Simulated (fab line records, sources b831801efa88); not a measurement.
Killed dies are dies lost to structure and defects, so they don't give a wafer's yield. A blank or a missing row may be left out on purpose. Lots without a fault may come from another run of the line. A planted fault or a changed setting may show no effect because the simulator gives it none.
One fault seen from 2 desks | flow sfq_line | each desk has only its own numbers; what lay behind them comes last

THE METROLOGY DESK
What the gauges read, lot by lot, whatever tool the lot ran on: means of the sampled wafers that have a number. A lot is out of limits, marked OUT, if its mean lies more than 4 standard deviations from the usual mean; the brackets give that distance.
Columns: A = I3_BOW at SFQ_I3_BOW_MEAS_922, usual 0 um; B = M4_NB_RS at SFQ_M4_RS_MEAS_924, usual 0.892 ohm/sq; C = I4_BOW at SFQ_I4_BOW_MEAS_927, usual 1 um; D = JJ_NB_RS at SFQ_JJ_RS_MEAS_929, usual 1.045 ohm/sq
lot  | first seen here | A  | B     | C  | D
L970 | day 27 17:24    | 8  | 0.888 | 7  | 1.057
L971 | day 28 03:01    | -8 | 0.895 | -8 | 1.056
L973 | day 32 23:40    | -9 | 0.880 | -9 | 1.050
L974 | day 36 14:17    | -1 | 0.889 | 4  | 1.038
L975 | day 36 23:29    | -5 | 0.889 | 0  | 1.042
L978 | day 39 03:58    | 12 | 0.878 | 12 | 1.040
L980 | day 39 11:38    | -6 | 0.885 | -5 | 1.045
L984 | day 47 15:31    | 4  | 0.884 | 4  | 1.046
L985 | day 47 18:31    | 19 | 0.913 | 20 | 1.030
L987 | day 47 23:23    | 1  | 0.892 | 1  | 1.036
L988 | day 48 03:01    | 7  | 0.886 | 4  | 1.041
L989 | day 48 04:13    | -4 | 0.892 | 1  | 1.055
L991 | day 48 10:11    | -0 | 0.890 | 3  | 1.064
This desk's finding: nothing out of limits on any of the 13 lots.

THE TOOL OWNER'S DESK: pvd_sputter-06
The tool's own readings at SFQ_TRILAYER_M4_DEP_SPUTTER_091 (material Nb, target thk 200 nm, time 133.3 s): means of the sampled wafers that have a number, for each lot that ran on this tool. A lot is out of limits, marked OUT, if its mean lies more than 4 standard deviations from the usual mean; the brackets give that distance.
Columns: A = chamber_pressure_pa at SFQ_TRILAYER_M4_DEP_SPUTTER_091, usual 0.13332 Pa; B = throttle_valve_pct at SFQ_TRILAYER_M4_DEP_SPUTTER_091, usual 29.5 %
lot  | first seen here | A       | B
L973 | day 35 02:08    | 0.13329 | 29.7
L975 | day 37 03:59    | 0.13346 | 28.8
L978 | day 39 10:25    | 0.13341 | 29.3
L989 | day 48 21:19    | 0.13330 | 28.9
This desk's finding: nothing out of limits on any of the 4 lots.

PUT TOGETHER
The metrology desk saw nothing out of limits.
The tool owner's desk saw nothing out of limits.

WHAT THE SIMULATOR HAD PUT IN
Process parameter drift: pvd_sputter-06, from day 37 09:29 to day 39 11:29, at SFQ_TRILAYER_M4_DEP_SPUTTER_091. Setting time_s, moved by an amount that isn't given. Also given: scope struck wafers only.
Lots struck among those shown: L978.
